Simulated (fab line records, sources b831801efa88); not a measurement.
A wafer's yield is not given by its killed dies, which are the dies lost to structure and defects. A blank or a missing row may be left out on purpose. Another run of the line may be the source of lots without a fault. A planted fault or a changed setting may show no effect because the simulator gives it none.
Chamber matching / flow sky130 / 4 sister chambers for SKY_FIELD_ISO_ETCH_17 on rie_si-01
The step etches Si in HBr/Cl2/O2, target depth 342 nm, time 97.7 s. 4 wafers are shown with their chamber, then 8 later ones without.

== WAFERS WITH THEIR CHAMBER ==
wafer=L086.4; chamber=2; drypump_motor_current_A (A)=5.8
wafer=L087.4; chamber=0; drypump_motor_current_A (A)=5.9
wafer=L087.6; chamber=3; drypump_motor_current_A (A)=5.0
wafer=L091.2; chamber=1; drypump_motor_current_A (A)=6.3

== WAFERS WHOSE CHAMBER IS MISSING ==
wafer=L091.3; drypump_motor_current_A (A)=5.1
wafer=L091.5; drypump_motor_current_A (A)=5.8
wafer=L092.1; drypump_motor_current_A (A)=6.3
wafer=L092.5; drypump_motor_current_A (A)=6.3
wafer=L092.6; drypump_motor_current_A (A)=5.8
wafer=L097.4; drypump_motor_current_A (A)=5.0
wafer=L097.5; drypump_motor_current_A (A)=5.8
wafer=L097.6; drypump_motor_current_A (A)=6.3

== CHAMBER TAKEN BY EACH ==
wafer=L091.3; from the rows above=3; in truth=3
wafer=L091.5; from the rows above=2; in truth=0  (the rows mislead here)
wafer=L092.1; from the rows above=1; in truth=1
wafer=L092.5; from the rows above=1; in truth=1
wafer=L092.6; from the rows above=2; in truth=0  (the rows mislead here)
wafer=L097.4; from the rows above=3; in truth=3
wafer=L097.5; from the rows above=2; in truth=2
wafer=L097.6; from the rows above=1; in truth=1
Correct placement for 6 of the 8. Left unplaced by these rows: 0. Wrongly placed: 2.
How it was worked out, from the rows above alone: a wafer's distance from a chamber is the root of the sum, over the readings, of the square of ((its reading less the chamber's mean) divided by the reading's scatter). If the next closest chamber is less than 2 further off than the closest, the wafer can't be placed; otherwise it belongs to the closest. A chamber's mean is the mean of its shown wafers. The scatter: with one shown wafer a chamber, the root of the mean of the squares of how far each hidden wafer lies from its nearest shown one.
